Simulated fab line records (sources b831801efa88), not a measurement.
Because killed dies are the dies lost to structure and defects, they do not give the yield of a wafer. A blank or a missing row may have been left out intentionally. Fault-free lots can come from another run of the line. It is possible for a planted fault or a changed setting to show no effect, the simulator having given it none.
Matching of chambers    flow sky130    cmp-01 running SKY_LI_CONTACT_CMP_02: 4 sister chambers
The step polishes PSG. 8 wafers are shown with their chamber, then 12 later ones without.

WAFERS PAIRED WITH THEIR CHAMBERS
wafer   chamber  motor current A (A)  time to endpoint s (s)
L088.3  1        12.5                 29
L088.5  3        10.9                 34
L088.6  0        10.8                 30
L089.5  0        10.9                 31
L089.6  1        12.5                 28
L090.2  2        12.2                 34
L090.5  2        12.0                 34
L090.6  3        11.3                 34

WAFERS WITHOUT THEIR CHAMBER
wafer   motor current A (A)  time to endpoint s (s)
L092.2  10.8                 29
L092.3  12.6                 27
L092.4  10.7                 28
L092.1  12.7                 34
L092.5  12.5                 37
L092.6  12.7                 28
L093.2  11.4                 35
L093.3  13.3                 27
L093.5  11.6                 36
L093.1  10.9                 28
L093.4  11.0                 34
L093.6  13.1                 27

THE CHAMBER EACH PASSED THROUGH
wafer    from the rows above       in truth
L092.2   0                         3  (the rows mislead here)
L092.3   1                         1
L092.4   0                         0
L092.1   2                         2
L092.5   2                         2
L092.6   1                         1
L093.2   3                         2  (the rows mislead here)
L093.3   1                         1
L093.5   can't be placed: 3 or 2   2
L093.1   0                         0
L093.4   3                         3
L093.6   1                         1
9 of 12 placed correctly. Unplaceable from these rows: 1, with the true chamber sitting among the candidates in 1. Wrongly placed: 2.
How it was worked out, from the rows above alone: a wafer's distance from a chamber is the root of the sum, over the readings, of the square of ((its reading less the chamber's mean) divided by the reading's scatter). The wafer belongs to the nearest chamber; if the next one is less than 2 further off, it can't be placed. Each chamber's mean is taken over the wafers shown for it. The scatter: take each reading less its chamber's mean, square it, sum over the shown wafers, divide by the number of wafers less the number of chambers, and take the root.
